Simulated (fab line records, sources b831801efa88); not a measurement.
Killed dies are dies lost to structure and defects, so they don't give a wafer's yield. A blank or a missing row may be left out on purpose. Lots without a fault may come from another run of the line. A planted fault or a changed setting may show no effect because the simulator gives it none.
One fault seen from 2 desks | flow gf180mcu | each desk has only its own numbers; what lay behind them comes last

THE METROLOGY DESK
What the gauges read, lot by lot, whatever tool the lot ran on: means of the sampled wafers that have a number. A lot is out of limits, marked OUT, if its mean lies more than 4 standard deviations from the usual mean; the brackets give that distance.
Columns: A = V3_W_RS at GF_V3_RS_MEAS_24, usual 0.327 ohm/sq; B = V3_W_THK at GF_V3_THK_MEAS_25, usual 347 nm
lot  | first seen here | A     | B
L826 | day 23 11:43    | 0.328 | 348
L834 | day 26 04:36    | 0.333 | 344
L836 | day 26 21:29    | 0.326 | 350
L837 | day 27 00:34    | 0.323 | 352
L838 | day 27 09:57    | 0.330 | 343
L845 | day 29 20:09    | 0.327 | 351
L846 | day 30 07:56    | 0.329 | 349
This desk's finding: nothing out of limits on any of the 7 lots.

THE TOOL OWNER'S DESK: pvd_sputter-04
The tool's own readings at GF_M4_SPUTTER_03 (material Ti, target thk 10 nm, time 6.7 s): means of the sampled wafers that have a number, for each lot that ran on this tool. A lot is out of limits, marked OUT, if its mean lies more than 4 standard deviations from the usual mean; the brackets give that distance.
Columns: A = cathode_dc_power_W at GF_M4_SPUTTER_03, usual 3000.1 W; B = throttle_valve_pct at GF_M4_SPUTTER_03, usual 30.0 %
lot  | first seen here | A                        | B
L834 | day 26 05:14    | 2999.4                   | 29.0
L836 | day 26 22:08    | 2856.1 (-99 or more) OUT | 29.1
L837 | day 27 01:13    | 2856.0 (-99 or more) OUT | 29.2
L838 | day 27 10:35    | 2855.6 (-99 or more) OUT | 29.6
This desk's finding: out of limits on L836, L837, L838; first on L836, day 26 22:08 (cathode_dc_power_W at GF_M4_SPUTTER_03). In limits: L834.

PUT TOGETHER
The tool owner's desk could have raised an alarm at day 26 22:08, on L836, L837, L838.
The metrology desk saw nothing out of limits.
The metrology desk has L836, L837, L838 on record, within its limits.
Of the lots named, all ran GF_M4_SPUTTER_03 on pvd_sputter-04.

WHAT THE SIMULATOR HAD PUT IN
Process parameter drift: pvd_sputter-04, from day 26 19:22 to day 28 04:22, at GF_M4_SPUTTER_03. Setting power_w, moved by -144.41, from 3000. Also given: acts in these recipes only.
Lots struck among those shown: L836, L837, L838.
Hours from the fault's start to each desk's first reading out of limits: the tool owner's desk, 3.
